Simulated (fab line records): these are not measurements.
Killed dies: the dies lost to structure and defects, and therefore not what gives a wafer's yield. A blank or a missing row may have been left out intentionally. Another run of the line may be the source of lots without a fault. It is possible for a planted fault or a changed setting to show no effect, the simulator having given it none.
Struck lot and sound lot, side by side | flow gf180mcu | 17 steps out of a route of 602
Sound: wafers L286.1, L286.3, L286.5. Struck: wafers L293.3, L293.5. (L293.2 of the same lot was not struck and is left out.) The cause comes at the end.
For every step that has rows: the tool of each side, followed by ch and its chambers, followed by its first start. Under that, the readings that differ: sound wafers | struck wafers | difference of the means | sigmas: that difference in standard deviations of wafers without a fault.
alike: readings with means less than 2 such deviations apart, plus words and numbers identical on both sides. not compared: withheld readings, readings lacking a value on some wafer, bounds such as >300 that could conceal the same value, and numbers that have no deviation in the record and whose values overlap.
The two part at a step that has a row with sigmas, a row that says differs or no value, or rows on one side only. Numbers that have no deviation but don't overlap get no sigmas and don't part them. Lack of a reading on every wafer of one side parts them only where that side has two or more wafers.

first, 3 steps without rows for these wafers: GF_V4_EXPOSE_11 (exposes mask Via4, target cd 260 nm); GF_V4_PEB_12 (peb time 90 s); GF_V4_DEVELOP_13 (develop time 60 s).
GF_V4_CD_MEAS_14: target cd 260 nm.
  sound: cd sem-01 at day 24 04:46; struck: cd sem-02 at day 27 04:50
  alike: cd nm
GF_V4_OVL_MEAS_15:
  sound: overlay-02 at day 24 04:53; struck: overlay-02 at day 27 04:56
  alike: V4_OVL
GF_V4_ETCH_16: etches BARC in N2/H2.
  sound on rie diel-02 ch 0,2, day 24 04:55; struck on rie diel-03 ch 0, day 27 04:58
  alike: drypump motor current A, oes product au, throttle valve pct
then, 1 step without rows for these wafers: GF_V4_ETCH_17 (etches SiO2 in C4F8/O2/Ar, stops on TiN, target depth 630 nm).
GF_V4_STRIP_18: strips in O2/N2.
  sound on plasma asher-04 ch 0,1, day 24 05:03; struck on plasma asher-01 ch 0, day 27 05:05
  alike: drypump motor current A, heater power w, o2 flow sccm, oes product au
  not compared: rf hours counter h
then, 2 steps without rows for these wafers: GF_V4_STRIP_19 (strips in post etch residue remover, time 1200 s); GF_V4_CLEAN_20 (cleans in DIW).
GF_V4_SPUTTER_21: material Ti, target thk 15 nm, time 80.02 s.
  sound: pvd sputter-02 at day 24 05:35; struck: pvd sputter-04 at day 27 05:40
  alike: throttle valve pct
GF_V4_SPUTTER_22: material TiN, target thk 10 nm, time 40 s.
  sound: pvd sputter-02 at day 24 05:38; struck: pvd sputter-04 at day 27 05:43
  alike: throttle valve pct
GF_V4_CVD_23: deposits W, target thk 350 nm, time 104.9 s.
  sound on cvd w-02 ch 0,1, day 24 05:41; struck on cvd w-02 ch 0, day 27 05:46
  reading                          | sound             | struck      | difference | sigmas
  model.W_of_V4_CVD_23.thk nm (nm) | 349.5 350.7 355.7 | 320.8 322.9 | -30.1      |
  alike: heater power w
GF_V4_RS_MEAS_24: measurement is done with a four-point probe.
  sound: film metro-04 at day 24 05:47; struck: film metro-04 at day 27 05:53
  reading          | sound             | struck      | difference | sigmas
  V4_W_RS (ohm/sq) | 0.327 0.327 0.322 | 0.358 0.355 | +0.031     | +9
GF_V4_THK_MEAS_25: measures by xrf.
  sound: film metro-04 at day 24 05:55; struck: film metro-04 at day 27 06:00
  reading       | sound       | struck  | difference | sigmas
  V4_W_THK (nm) | 358 355 362 | 327 329 | -30        | -7
GF_V4_CMP_26: polishes, stops on SiO2, t overpolish 15 s, target thk 0 nm.
  sound on cmp-02 ch 1,2, day 24 05:58; struck on cmp-02 ch 2,3, day 27 06:03
  alike: motor current A, platen rpm
then, 1 step without rows for these wafers: GF_PASSIVATION_PROBE_99.

WHERE THEY PART
First at GF_V4_RS_MEAS_24; last, within this record, at GF_V4_THK_MEAS_25. Later steps at which nothing parts them and some readings are alike: GF_V4_CMP_26.

WHY: what had been put in by the simulator
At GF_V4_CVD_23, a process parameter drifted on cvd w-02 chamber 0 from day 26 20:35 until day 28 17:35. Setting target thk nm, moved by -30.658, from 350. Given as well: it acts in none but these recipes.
